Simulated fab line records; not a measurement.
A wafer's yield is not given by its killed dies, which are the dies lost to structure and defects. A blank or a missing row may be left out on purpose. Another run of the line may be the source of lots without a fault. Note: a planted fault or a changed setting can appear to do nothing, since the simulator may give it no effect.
Which tool was responsible? -- flow sky130 -- 10 lots (30 wafers sampled), 1 step of a 708-step route

== WHAT THE GAUGES READ, wafer by wafer ==
SKY_LOCAL_INTERCONNECT_RS_MEAS_01: a four-point-probe measurement.
lot,measured,on,LOCAL_INTERCONNECT_TIN_RS (ohm/sq)
L117,day 29 05:34,film metro-02,14.15 14.10 14.43
L122,day 31 04:40,film metro-03,14.19 13.98 13.94
L130,day 33 16:54,film metro-02,14.09 14.20 14.06
L131,day 33 22:50,film metro-02,14.23 14.23 14.18
L132,day 34 01:50,film metro-02,14.26 14.09 14.33
L134,day 34 20:07,film metro-03,14.36 14.13 14.09
L136,day 35 17:01,film metro-03,14.15 13.92 14.14
L137,day 35 19:36,film metro-02,14.16 14.24 14.10
L138,day 36 15:26,film metro-01,14.12 14.03 13.97
L140,day 37 07:06,film metro-03,13.99 13.95 14.03

== WHICH TOOL RAN EACH LOT (tool, then ch and the chambers of the sampled wafers, then the start) ==
Record: no process step prior to these readings.

== THE ANSWER, worked out from the rows above alone ==
Rule: the lots themselves supply what counts as usual. The widest of any qualifying gaps counts: lots, ordered by their means at a reading, are off when they make up no more than a third of the lots, leave a main group of 4 or more, and stand apart from it by 3 or more times the standard deviation of that group's means. If all means in a main group match to the digits the tables above print for the reading, that group is not used. Also off: a lot with no number at a reading for which 4 or more lots have one. All remaining lots with rows at the step are treated as sound.
No lot is off on any of the readings shown, so nothing can be concluded from this.

== WHAT THE SIMULATOR PUT IN ==
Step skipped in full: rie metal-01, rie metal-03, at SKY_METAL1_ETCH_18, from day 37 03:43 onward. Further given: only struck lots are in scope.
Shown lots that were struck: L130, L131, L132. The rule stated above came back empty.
